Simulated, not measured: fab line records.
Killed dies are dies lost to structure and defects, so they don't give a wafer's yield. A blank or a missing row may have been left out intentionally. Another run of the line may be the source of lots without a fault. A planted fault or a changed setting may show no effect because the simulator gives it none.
Matching of chambers    flow sky130    rie-diel-03 running SKY_METAL4_ETCH_17: 4 sister chambers
The step etches SiO2 in C4F8/O2/Ar, stops on TiN, time 3.9 s, target depth 15 nm. 36 wafers are shown with their chamber, then 12 later ones without.

## WAFERS WITH THEIR CHAMBER
wafer   chamber  oes-product-au (a.u.)
L074.1  3        0.763
L074.2  0        0.756
L074.3  1        0.758
L074.4  2        0.765
L074.5  3        0.764
L074.6  2        0.754
L079.1  3        0.756
L079.3  0        0.756
L079.5  3        0.755
L081.3  1        0.739
L081.4  1        0.754
L081.5  3        0.752
L082.1  1        0.751
L082.3  3        0.757
L082.6  0        0.768
L084.1  1        0.732
L084.5  3        0.756
L084.6  1        0.767
L087.1  2        0.765
L087.3  3        0.769
L087.4  0        0.767
L086.1  3        0.758
L086.2  1        0.745
L086.3  0        0.757
L086.4  2        0.758
L086.5  0        0.759
L086.6  1        0.771
L090.1  0        0.747
L090.4  3        0.756
L090.6  2        0.766
L091.2  2        0.754
L091.5  3        0.763
L091.6  2        0.764
L092.1  2        0.758
L092.2  3        0.766
L092.3  0        0.762

SIGNATURES (averages over the wafers above)
reading         chamber 0  chamber 1  chamber 2  chamber 3  scatter within a chamber
oes-product-au  0.75900    0.75213    0.76050    0.75958    0.00799
Rule: for a wafer and a chamber, the distance is found by dividing, reading by reading, the gap between the wafer's reading and the chamber's mean by the reading's scatter, squaring, summing and taking the root. If the next closest chamber is less than 2 further off than the closest, the wafer can't be placed; otherwise it belongs to the closest. The scatter: take each reading less its chamber's mean, square it, sum over the shown wafers, divide by the number of wafers less the number of chambers, and take the root.

## WAFERS WHOSE CHAMBER IS MISSING
wafer   oes-product-au (a.u.)
L092.4  0.774
L092.5  0.774
L092.6  0.758
L093.3  0.752
L093.4  0.756
L093.5  0.767
L095.2  0.745
L095.3  0.751
L095.6  0.759
L097.4  0.754
L097.5  0.762
L097.6  0.766

## CHAMBER TAKEN BY EACH
wafer   from the rows above                in truth
L092.4  can't be placed: 2 or 3 or 0 or 1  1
L092.5  can't be placed: 2 or 3 or 0 or 1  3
L092.6  can't be placed: 0 or 3 or 2 or 1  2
L093.3  can't be placed: 1 or 0 or 3 or 2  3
L093.4  can't be placed: 0 or 3 or 1 or 2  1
L093.5  can't be placed: 2 or 3 or 0 or 1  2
L095.2  can't be placed: 1 or 0 or 3 or 2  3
L095.3  can't be placed: 1 or 0 or 3 or 2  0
L095.6  can't be placed: 0 or 3 or 2 or 1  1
L097.4  can't be placed: 1 or 0 or 3 or 2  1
L097.5  can't be placed: 2 or 3 or 0 or 1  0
L097.6  can't be placed: 2 or 3 or 0 or 1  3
Placed correctly: 0 of 12. Cannot be placed on the basis of these rows: 12; the candidates contain the true chamber in 12. 0 placed wrongly.
